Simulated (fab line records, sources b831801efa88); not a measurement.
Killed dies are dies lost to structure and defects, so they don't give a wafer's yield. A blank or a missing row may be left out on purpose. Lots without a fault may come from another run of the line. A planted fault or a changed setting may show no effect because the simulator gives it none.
A struck lot beside a sound one | flow sky130 | 30 steps out of a route of 708
Sound: wafers L682.2, L682.4, L682.6. Struck: wafers L695.1, L695.5, L695.6. The cause comes at the end.
At each step with rows: each side's tool, then ch and its chambers, then its first start. Under that, the readings that differ: sound wafers | struck wafers | difference of the means | sigmas: that difference in standard deviations of wafers without a fault.
alike: readings whose means differ by less than 2 such deviations, and words and numbers that are the same on both sides. not compared: withheld readings, readings that some wafer has no value for, bounds like >300 that may hide the same value, and numbers for which the record gives no deviation and whose values overlap.
The two part at a step that has a row with sigmas, a row that says differs or no value, or rows on one side only. Numbers that don't overlap but have no deviation are shown without sigmas and don't part them. A reading that every wafer of one side lacks parts them only if that side has two wafers or more.

first, 5 steps without rows for these wafers: SKY_SONOS_ONO_COAT_08 (resist thk 1140 nm); SKY_SONOS_ONO_SOFTBAKE_09 (time 60 s); SKY_SONOS_ONO_EXPOSE_10 (exposes mask ONOM, target cd 410 nm); SKY_SONOS_ONO_PEB_11; SKY_SONOS_ONO_DEVELOP_12 (develop time 60 s).
SKY_SONOS_ONO_CD_MEAS_13: target cd 410 nm.
  sound on cd_sem-02, day 15 09:55; struck on cd_sem-01, day 19 22:45
  reading    | sound             | struck            | difference | sigmas
  cd_nm (nm) | 417.6 414.9 417.5 | 404.8 404.9 407.0 | -11.1      | -4
SKY_SONOS_ONO_OVL_MEAS_14:
  sound on overlay-02, day 15 10:02; struck on overlay-02, day 19 22:52
  alike: SONOS_ONO_OVL
SKY_SONOS_ONO_ETCH_15: etches the open film in CHF3/O2, target depth 19.52 nm, time 7.8 s.
  sound on rie_diel-03 ch 1,3, day 15 10:04; struck on rie_diel-01 ch 2,3, day 19 22:54
  alike: drypump_motor_current_A, oes_product_au, throttle_valve_pct
  not compared: rf_hours_counter_h
then, 1 step without rows for these wafers: SKY_SONOS_ONO_WET_ETCH_16 (etches SiO2 in dHF, target depth 14 nm, time 280 s).
SKY_SONOS_ONO_STRIP_17: strips in O2/N2.
  sound on plasma_asher-04 ch 0,1, day 15 10:10; struck on plasma_asher-04 ch 0,1, day 19 23:01
  alike: drypump_motor_current_A, oes_product_au, strip_time_to_endpoint_s
  not compared: rf_hours_counter_h
then, 2 steps without rows for these wafers: SKY_SONOS_ONO_WET_ETCH_18 (etches Si3N4 in H3PO4, target depth 15 nm, time 172 s); SKY_GATE_OXIDE_CLEAN_00 (cleans in SC1/SC2, time 150 s).
SKY_GATE_OXIDE_OXIDATION_01: stabilise 600 s, purge 300 s, target thk 10.268 nm.
  sound on furnace-01 ch 0, day 15 13:16; struck on furnace-01 ch 0, day 19 23:13
  reading                                           | sound             | struck            | difference | sigmas
  spike_tc_bottom_C (C)                             | 917.7 917.5 917.9 | 904.1 904.2 906.1 | -12.9      | -7
  spike_tc_centre_C (C)                             | 900.2 898.9 900.0 | 887.6 886.7 886.6 | -12.7      | -13
  spike_tc_lower_C (C)                              | 901.1 902.1 901.4 | 887.4 888.9 887.9 | -13.5      | -12
  spike_tc_top_C (C)                                | 910.9 910.4 910.3 | 898.9 897.1 897.4 | -12.7      | -9
  spike_tc_upper_C (C)                              | 899.6 899.1 900.2 | 885.4 885.6 887.0 | -13.6      | -11
  zone_power_upper_pct (%)                          | 18.7 19.0 19.2    | 18.3 18.4 18.1    | -0.7       | -2
  model.SiO2_of_GATE_OXIDE_OXIDATION_01.thk_nm (nm) | 10.28 10.29 10.27 | 9.209 9.369 9.329 | -0.978     |
  alike: zone_power_bottom_pct
SKY_GATE_OXIDE_THK_MEAS_02:
  sound on film_metro-02, day 15 14:41; struck on film_metro-03, day 20 00:37
  reading                          | sound             | struck         | difference | sigmas
  GATE_OXIDE_OXIDATION_00_THK (nm) | 10.30 10.27 10.23 | 9.24 9.38 9.31 | -0.96      | -5
then, 7 steps without rows for these wafers: SKY_GATE_OXIDE_DEHYDRATE_03 (time 60 s); SKY_GATE_OXIDE_HMDS_04 (prime time 60 s); SKY_GATE_OXIDE_COAT_05 (resist thk 1140 nm); SKY_GATE_OXIDE_SOFTBAKE_06 (time 60 s); SKY_GATE_OXIDE_EXPOSE_07 (exposes mask LVOM, target cd 600 nm); SKY_GATE_OXIDE_PEB_08; SKY_GATE_OXIDE_DEVELOP_09 (develop time 60 s).
SKY_GATE_OXIDE_OVL_MEAS_10:
  sound on overlay-01, day 16 18:27; struck on overlay-02, day 21 06:33
  alike: GATE_OXIDE_OVL
then, 2 steps without rows for these wafers: SKY_GATE_OXIDE_IMPLANT_11; SKY_GATE_OXIDE_WET_ETCH_12 (etches SiO2 in dHF, target depth 16.8 nm, time 336 s).
SKY_GATE_OXIDE_STRIP_13: strips in O2/N2.
  sound on plasma_asher-03 ch 0, day 16 18:44; struck on plasma_asher-02 ch 0,1, day 21 06:50
  alike: drypump_motor_current_A, oes_product_au, strip_time_to_endpoint_s
  not compared: rf_hours_counter_h
SKY_GATE_OXIDE_TW_MEAS_14:
  sound on film_metro-02, day 16 18:52; struck on film_metro-04, day 21 06:56
  alike: GATE_OXIDE_TW
then, 1 step without rows for these wafers: SKY_GATE_OXIDE_CLEAN_15 (cleans in SC1/SC2, time 150 s).
SKY_GATE_OXIDE_OXIDATION_16: stabilise 600 s, purge 300 s, target thk 3.57 nm.
  sound on furnace-02 ch 0, day 16 20:10; struck on furnace-01 ch 0, day 21 07:02
  reading                                           | sound             | struck            | difference | sigmas
  spike_tc_bottom_C (C)                             | 813.3 813.8 815.4 | 818.4 819.8 817.4 | +4.4       | +2
  zone_power_bottom_pct (%)                         | 23.48 23.12 23.37 | 22.93 22.78 22.59 | -0.56      | -2
  model.SiO2_of_GATE_OXIDE_OXIDATION_01.thk_nm (nm) | 11.64 11.65 11.62 | 10.69 10.83 10.79 | -0.87      |
  alike: ox_temp_c_max, ramp_up_c_per_min, spike_tc_centre_C, spike_tc_lower_C, spike_tc_top_C, spike_tc_upper_C, zone_power_upper_pct
then, 1 step without rows for these wafers: SKY_POLY_GATE_CVD_00 (deposits poly-Si, target thk 180 nm, time 720 s).
-- the record jumps here: 29 days lie between the struck wafers' starts before and after (it left off in module POLY_GATE and takes up again in module PAD_OPEN, whose first step shown is number 708 of the route) --
SKY_PAD_OPEN_PROBE_99:
  sound on prober-02, day 47 23:55; struck on prober-01, day 50 15:34
  reading                                | sound             | struck            | difference | sigmas
  model.etest.pfet_g5v0d10v5.r_on_ohm_um | 4767 4765 4775    | 4538 4607 4656    | -169       |
  model.etest.tip_sonos.rs_ohm_sq        | 2653 2667 2661    | 2478 2514 2525    | -155       |
  model.etest.nfet_g5v0d10v5.r_on_ohm_um | 1868 1858 1850    | 1808 1806 1814    | -49        |
  model.etest.nfet_g5v0d10v5.drive_ua_um | 610.3 606.6 611.8 | 657.4 646.7 649   | +41.5      |
  model.etest.nfet_05v0_nvt.drive_ua_um  | 578.8 584.5 582.1 | 622 612.3 617     | +35        |
  model.etest.pfet_g5v0d10v5.drive_ua_um | 339 340.9 339.7   | 366.8 361.2 360.5 | +23.0      |
  model.etest.nfet_16v.drive_ua_um       | 226.1 226 226.5   | 238.3 235.6 236.1 | +10.5      |
  alike: killed_at_M0_to_M3, killed_at_M4_up, killed_at_contacts, killed_at_front_end, killed_at_other, killed_dies, killed_open, killed_short
  not compared: model.etest.nfet_16v.r_on_ohm_um

WHERE THEY PART
First at SKY_SONOS_ONO_CD_MEAS_13; last, within this record, at SKY_GATE_OXIDE_OXIDATION_16. Later steps at which nothing parts them and some readings are alike: SKY_PAD_OPEN_PROBE_99.

WHY: what the simulator had put in
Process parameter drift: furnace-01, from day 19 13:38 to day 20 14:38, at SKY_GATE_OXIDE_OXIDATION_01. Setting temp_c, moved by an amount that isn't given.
